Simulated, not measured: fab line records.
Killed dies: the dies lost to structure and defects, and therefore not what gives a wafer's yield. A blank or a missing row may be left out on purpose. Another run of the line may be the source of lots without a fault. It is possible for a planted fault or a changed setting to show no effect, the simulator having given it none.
Struck lot and sound lot, side by side / flow gf180mcu / 37 steps out of a route of 602
Sound: the wafers L509.2, L509.4, L509.5. Struck: wafer L514.3 (L514.1, L514.2, from the same lot, were not struck and are left out); the cause is given at the end.
Per side, at each step with rows, come the tool, then ch with its chambers, and then its first start. Under that, the readings that differ: sound wafers / struck wafers / difference of the means / sigmas: that difference in standard deviations of wafers without a fault.
alike: readings whose means differ by less than 2 such deviations, and words and numbers that are the same on both sides. not compared: withheld readings, readings that some wafer has no value for, bounds like >300 that may hide the same value, and numbers for which the record gives no deviation and whose values overlap.
The two part at a step that has a row with sigmas, a row that says differs or no value, or rows on one side only. When numbers do not overlap yet have no deviation, they are printed without sigmas and do not part them. A reading that every wafer of one side lacks parts them only if that side has two wafers or more.

first, 2 steps without rows for these wafers: GF_M4_PEB_12 (peb time 90 s); GF_M4_DEVELOP_13 (develop time 60 s).
GF_M4_CD_MEAS_14: target cd 280 nm.
  sound: cd sem-01 at day 23 13:11; struck: cd sem-02 at day 24 23:55
  alike: cd nm
GF_M4_OVL_MEAS_15:
  sound: overlay-02 at day 23 13:18; struck: overlay-02 at day 25 00:02
  alike: M4_OVL
GF_M4_METAL_ETCH_16: etches the open film in Cl2/BCl3, stops on SiO2, target depth 627.5 nm, time 104.6 s.
  sound on rie metal-01 ch 0,1, day 23 13:20; struck on rie metal-01 ch 0, day 25 00:05
reading=bcl3 flow sccm (sccm); sound=39.90 39.80 40.10; struck=40.16; difference=+0.23; sigmas=+2
  alike: drypump motor current A, oes product au, throttle valve pct
  not compared: rf hours counter h
then, 4 steps without rows for these wafers: GF_M4_STRIP_17 (strips in O2/N2); GF_M4_STRIP_18 (strips in post etch residue remover, time 1200 s); GF_M4_CLEAN_19 (cleans in DIW); GF_V4_CVD_00 (deposits SiO2, target thk 600 nm, time 100 s).
GF_V4_THK_MEAS_01:
  sound: film metro-01 at day 23 14:07; struck: film metro-03 at day 25 00:56
  alike: V4_CVD_00_THK
then, 1 step without rows for these wafers: GF_V4_CVD_02 (deposits SiO2 from TEOS, target thk 850 nm, time 94.851 s).
GF_V4_THK_MEAS_03:
  sound: film metro-02 at day 23 14:15; struck: film metro-03 at day 25 01:04
  alike: V4_CVD_02_THK
GF_V4_CMP_04: polishes SiO2.
  sound on cmp-01 ch 0,3, day 23 14:18; struck on cmp-01 ch 0, day 25 01:07
reading=time to endpoint s (s); sound=74 83 82; struck=98; difference=+18; sigmas=+3
reading=model.SiO2_of_V4_CVD_02.thk nm (nm); sound=633.2 633.6 632.9; struck=571.3; difference=-61.9; sigmas=
  alike: motor current A, platen rpm
GF_V4_BOW_MEAS_05:
  sound: film metro-03 at day 23 14:37; struck: film metro-02 at day 25 01:29
  alike: V4_BOW
then, 8 steps without rows for these wafers: GF_V4_DEHYDRATE_06 (time 60 s); GF_V4_HMDS_07 (prime time 60 s); GF_V4_COAT_08; GF_V4_COAT_09 (resist thk 1000 nm); GF_V4_SOFTBAKE_10 (time 60 s); GF_V4_EXPOSE_11 (exposes mask Via4, target cd 260 nm); GF_V4_PEB_12 (peb time 90 s); GF_V4_DEVELOP_13 (develop time 60 s).
GF_V4_CD_MEAS_14: target cd 260 nm.
  sound: cd sem-02 at day 24 13:17; struck: cd sem-02 at day 25 23:07
  alike: cd nm
GF_V4_OVL_MEAS_15:
  sound: overlay-02 at day 24 13:23; struck: overlay-01 at day 25 23:14
  alike: V4_OVL
GF_V4_ETCH_16: etches BARC in N2/H2.
  sound on rie diel-03 ch 1,2, day 24 13:25; struck on rie diel-03 ch 0, day 25 23:17
  alike: drypump motor current A, oes product au, throttle valve pct
GF_V4_ETCH_17: etches SiO2 in C4F8/O2/Ar, stops on TiN, target depth 630 nm.
  sound: rie diel-03 ch 1,2; struck: rie diel-03 ch 0
reading=oes product au (a.u.); sound=0.857 0.861 0.857; struck=0.820; difference=-0.038; sigmas=-9
reading=model.etch.depth nm (nm); sound=633.2 633.6 632.9; struck=571.3; difference=-61.9; sigmas=
reading=model.V4.feature depth nm (nm); sound=633.2 633.6 632.9; struck=571.3; difference=-61.9; sigmas=
then, 4 steps without rows for these wafers: GF_V4_STRIP_18 (strips in O2/N2); GF_V4_STRIP_19 (strips in post etch residue remover, time 1200 s); GF_V4_CLEAN_20 (cleans in DIW); GF_V4_SPUTTER_21 (material Ti, target thk 15 nm, time 80.02 s).
GF_V4_SPUTTER_22: material TiN, target thk 10 nm, time 40 s.
  sound: pvd sputter-02 at day 24 14:09; struck: pvd sputter-01 at day 26 00:00
  alike: throttle valve pct
GF_V4_CVD_23: deposits W, target thk 350 nm, time 104.9 s.
  sound on cvd w-01 ch 0, day 24 14:11; struck on cvd w-01 ch 1, day 26 00:02
  alike: heater power w
GF_V4_RS_MEAS_24: a four-point-probe measurement.
  sound: film metro-02 at day 24 14:20; struck: film metro-02 at day 26 00:09
reading=V4_W_RS (ohm/sq); sound=0.313 0.315 0.315; struck=0.331; difference=+0.017; sigmas=+3
GF_V4_THK_MEAS_25: measures by xrf.
  sound: film metro-02 at day 24 14:26; struck: film metro-02 at day 26 00:16
  alike: V4_W_THK
GF_V4_CMP_26: polishes, stops on SiO2, t overpolish 15 s, target thk 0 nm.
  sound on cmp-01 ch 1,3, day 24 14:32; struck on cmp-01 ch 3, day 26 00:20
reading=model.SiO2_of_V4_CVD_02.thk nm (nm); sound=629.4 629.8 629.1; struck=567.5; difference=-61.9; sigmas=
  alike: motor current A, platen rpm
GF_MIM_SPUTTER_00: material Ti, target thk 37.5 nm, time 150 s.
  sound: pvd sputter-04 at day 24 14:47; struck: pvd sputter-03 at day 26 00:38
  alike: throttle valve pct
-- the record jumps here: 4 days lie between the struck wafers' starts before and after (it left off in module MIM and takes up again in module PASSIVATION, whose first step shown is number 602 of the route) --
GF_PASSIVATION_PROBE_99:
  the record has rows for the struck wafers here (prober-01, day 30 10:12) and none for the sound ones

## WHERE THEY PART
Earliest at GF_M4_METAL_ETCH_16; latest, in this record, at GF_PASSIVATION_PROBE_99.

WHY: what the simulator had put in
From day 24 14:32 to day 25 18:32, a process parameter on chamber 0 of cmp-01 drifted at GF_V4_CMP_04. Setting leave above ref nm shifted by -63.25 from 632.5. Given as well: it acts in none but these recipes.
